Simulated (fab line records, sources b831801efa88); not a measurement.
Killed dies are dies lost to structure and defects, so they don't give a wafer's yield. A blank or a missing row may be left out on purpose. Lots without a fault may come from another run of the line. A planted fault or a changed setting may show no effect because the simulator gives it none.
Chamber matching | flow gf180mcu | GF_V2_CVD_00 on hdpcvd-01: 3 sister chambers
The step deposits SiO2, target thk 600 nm, time 100 s. 6 wafers are shown with their chamber, then 7 later ones without.

WAFERS WITH THEIR CHAMBER
wafer  | chamber | sih4_flow_sccm (sccm)
L533.4 | 0       | 60.16
L539.1 | 1       | 59.94
L539.2 | 2       | 59.97
L539.6 | 2       | 59.78
L540.2 | 1       | 60.32
L540.5 | 0       | 59.58

WAFERS WITHOUT THEIR CHAMBER
wafer  | sih4_flow_sccm (sccm)
L540.6 | 60.05
L542.1 | 59.90
L542.2 | 59.75
L542.6 | 60.22
L543.1 | 60.08
L543.4 | 60.04
L543.6 | 59.64

WHICH CHAMBER EACH WENT THROUGH
wafer  | from the rows above          | in truth
L540.6 | can't be placed: 1 or 2 or 0 | 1
L542.1 | can't be placed: 2 or 0 or 1 | 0
L542.2 | can't be placed: 0 or 2 or 1 | 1
L542.6 | can't be placed: 1 or 2 or 0 | 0
L543.1 | can't be placed: 1 or 2 or 0 | 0
L543.4 | can't be placed: 1 or 2 or 0 | 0
L543.6 | can't be placed: 0 or 2 or 1 | 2
Placed correctly: 0 of 7. Can't be placed from these rows: 7 (the true chamber is among the candidates in 7). Placed wrongly: 0.
How it was worked out, from the rows above alone: a wafer's distance from a chamber is the root of the sum, over the readings, of the square of ((its reading less the chamber's mean) divided by the reading's scatter). The wafer belongs to the nearest chamber; if the next one is less than 2 further off, it can't be placed. A chamber's mean is the mean of its shown wafers. The scatter: the root of (the sum of the squares of (reading less its chamber's mean) over the shown wafers, divided by (wafers less chambers)).
